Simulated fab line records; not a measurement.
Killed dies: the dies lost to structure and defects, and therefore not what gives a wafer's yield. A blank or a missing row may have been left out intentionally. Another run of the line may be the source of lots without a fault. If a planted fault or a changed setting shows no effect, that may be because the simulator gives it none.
Struck lot and sound lot, side by side | flow sfq-line | 37 steps out of a route of 325
Sound: these wafers, L860.3, L860.5, L860.6. Struck: wafers L878.2, L878.4. (L878.3 of the same lot was not struck and is left out.) The cause comes at the end.
Each step with rows lists, per side, the tool, then ch with its chambers, then its first start. Under that, the readings that differ: sound wafers | struck wafers | difference of the means | sigmas: that difference in standard deviations of wafers without a fault.
alike: readings whose means differ by less than 2 such deviations, and words and numbers that are the same on both sides. not compared: withheld readings, readings that some wafer has no value for, bounds like >300 that may hide the same value, and numbers for which the record gives no deviation and whose values overlap.
Wherever a step has rows on one side only, a row that says differs or no value, or a row with sigmas, the two part there. Numbers that don't overlap but have no deviation are shown without sigmas and don't part them. A reading that every wafer of one side lacks parts them only if that side has two wafers or more.

SFQ_R5_THK_MEAS_934: measures by xrf.
  sound: film-metro-01 at day 66 03:39; struck: film-metro-01 at day 70 23:02
  alike: R5_MONX_THK
then, 6 steps without rows for these wafers: SFQ_TRILAYER_R5_LITHO_COAT_141 (resist thk 62 nm); SFQ_TRILAYER_R5_LITHO_COAT_136 (resist thk 600 nm); SFQ_TRILAYER_R5_LITHO_SOFTBAKE_140; SFQ_TRILAYER_R5_LITHO_EXPOSE_137 (exposes mask R5, target cd 500 nm); SFQ_TRILAYER_R5_LITHO_PEB_139 (peb time 60 s); SFQ_TRILAYER_R5_LITHO_DEVELOP_138 (time 60 s).
-- the record jumps here: 4 days lie between the struck wafers' starts before and after --
SFQ_R5_OVL_MEAS_935:
  sound: overlay-01 at day 70 07:13; struck: overlay-01 at day 75 02:28
  alike: R5_OVL
then, 1 step without rows for these wafers: SFQ_TRILAYER_R5_BARC_OPEN_METAL_ETCH_177 (etches BARC in O2, target depth 125 nm, time 41.7 s).
SFQ_TRILAYER_R5_ETCH_METAL_ETCH_139: etches the open film in Cl2, stops on SiO2, target depth 60 nm, time 40 s.
  sound on rie-metal-04 ch 0,1, day 70 07:20; struck on rie-metal-04 ch 0, day 75 02:34
  alike: bias-w, drypump-motor-current-A, oes-product-au
  not compared: rf-hours-counter-h
SFQ_TRILAYER_R5_STRIP_STRIP_140: strips in O2.
  sound on rie-metal-04 ch 0,1, day 70 07:34; struck on rie-metal-04 ch 0, day 75 02:37
  alike: drypump-motor-current-A, oes-product-au, platen-temp-c
  not compared: rf-hours-counter-h
then, 1 step without rows for these wafers: SFQ_TRILAYER_R5_STRIP_SOLV_CLEAN_141 (cleans in NMP, time 600 s).
SFQ_TRILAYER_A5C_DEP_PECVD_142: deposits SiO2 from SiH4/N2O, time 15.556 s, target thk 70 nm.
  sound on pecvd-01 ch 0,2, day 70 08:08; struck on pecvd-01 ch 0,1, day 75 03:25
  reading                                              | sound             | struck      | difference | sigmas
  model.SiO2_of_TRILAYER_A5C_DEP_PECVD_142.thk-nm (nm) | 67.64 68.83 69.32 | 23.78 24.14 | -44.64     |
  alike: chamber-pressure-Torr, heater-power-w, showerhead-vpp-V, susceptor-temp-C, throttle-valve-pct
then, 6 steps without rows for these wafers: SFQ_TRILAYER_I5_LITHO_COAT_149 (resist thk 62 nm); SFQ_TRILAYER_I5_LITHO_COAT_144 (resist thk 650 nm); SFQ_TRILAYER_I5_LITHO_SOFTBAKE_148; SFQ_TRILAYER_I5_LITHO_EXPOSE_145 (exposes mask I5, target cd 700 nm); SFQ_TRILAYER_I5_LITHO_PEB_147 (peb time 60 s); SFQ_TRILAYER_I5_LITHO_DEVELOP_146 (time 60 s).
SFQ_I5_OVL_MEAS_936:
  sound: overlay-02 at day 71 01:21; struck: overlay-02 at day 75 06:08
  alike: I5_OVL
then, 1 step without rows for these wafers: SFQ_TRILAYER_I5_BARC_OPEN_VIA_ETCH_200 (etches BARC in O2, target depth 125 nm, time 41.7 s).
SFQ_TRILAYER_I5_ETCH_VIA_ETCH_147: etches the open film in CHF3, stops on Nb, target depth 360 nm.
  sound on rie-diel-04 ch 1,2, day 71 01:25; struck on rie-diel-01 ch 0,2, day 75 06:12
  alike: bias-w, drypump-motor-current-A, oes-product-au
then, 8 steps without rows for these wafers: SFQ_TRILAYER_I5_STRIP_STRIP_148 (strips in O2); SFQ_TRILAYER_I5_STRIP_SOLV_CLEAN_149 (cleans in NMP, time 600 s); SFQ_TRILAYER_C5_LITHO_COAT_156 (resist thk 62 nm); SFQ_TRILAYER_C5_LITHO_COAT_151 (resist thk 650 nm); SFQ_TRILAYER_C5_LITHO_SOFTBAKE_155; SFQ_TRILAYER_C5_LITHO_EXPOSE_152 (exposes mask C5, target cd 500 nm); SFQ_TRILAYER_C5_LITHO_PEB_154 (peb time 60 s); SFQ_TRILAYER_C5_LITHO_DEVELOP_153 (time 60 s).
-- the record jumps here: 4 days lie between the struck wafers' starts before and after --
SFQ_C5_OVL_MEAS_937:
  sound: overlay-01 at day 75 07:17; struck: overlay-02 at day 79 10:32
  alike: C5_OVL
SFQ_TRILAYER_C5_BARC_OPEN_VIA_ETCH_210: etches BARC in O2, target depth 125 nm, time 41.7 s.
  sound on rie-diel-02 ch 0,1,3, day 75 07:18; struck on rie-diel-03 ch 0,3, day 79 10:34
  alike: bias-w, drypump-motor-current-A, oes-product-au
  not compared: rf-hours-counter-h
SFQ_TRILAYER_C5_ETCH_VIA_ETCH_154: etches SiO2 in CHF3, stops on Nb, target depth 84 nm.
  sound on rie-diel-02 ch 0,1,3, day 75 07:20; struck on rie-diel-03 ch 0,3, day 79 10:37
  reading                        | sound             | struck      | difference | sigmas
  oes-product-au (a.u.)          | 0.882 0.890 0.899 | 0.554 0.559 | -0.334     | -41
  model.etch.depth-nm (nm)       | 67.64 68.83 69.32 | 23.78 24.14 | -44.64     |
  model.C5.feature-depth-nm (nm) | 67.64 68.83 69.32 | 23.78 24.14 | -44.64     |
  alike: bias-w, drypump-motor-current-A
SFQ_TRILAYER_C5_STRIP_STRIP_155: strips in O2.
  sound on rie-metal-04 ch 0,1, day 75 07:35; struck on rie-metal-01 ch 0,1, day 79 10:40
  reading                     | sound       | struck  | difference | sigmas
  drypump-motor-current-A (A) | 6.4 6.5 6.6 | 5.6 5.3 | -1.1       | -2
  alike: oes-product-au, platen-temp-c
  not compared: rf-hours-counter-h
then, 1 step without rows for these wafers: SFQ_TRILAYER_C5_STRIP_SOLV_CLEAN_156 (cleans in NMP, time 600 s).
SFQ_TRILAYER_M6_DEP_PRE_CLEAN_158: time 22.5 s.
  sound: pvd-sputter-06 at day 75 08:11; struck: pvd-sputter-04 at day 79 11:27
  reading                                              | sound             | struck      | difference | sigmas
  model.SiO2_of_TRILAYER_A5C_DEP_PECVD_142.thk-nm (nm) | 60.14 61.34 61.82 | 16.28 16.64 | -44.64     |
then, 1 step without rows for these wafers: SFQ_TRILAYER_M6_DEP_SPUTTER_157 (material Nb, target thk 200 nm, time 133.3 s).

## WHERE THEY PART
Earliest at SFQ_TRILAYER_C5_ETCH_VIA_ETCH_154; latest, in this record, at SFQ_TRILAYER_C5_STRIP_STRIP_155.

WHY: whatever the simulator had introduced
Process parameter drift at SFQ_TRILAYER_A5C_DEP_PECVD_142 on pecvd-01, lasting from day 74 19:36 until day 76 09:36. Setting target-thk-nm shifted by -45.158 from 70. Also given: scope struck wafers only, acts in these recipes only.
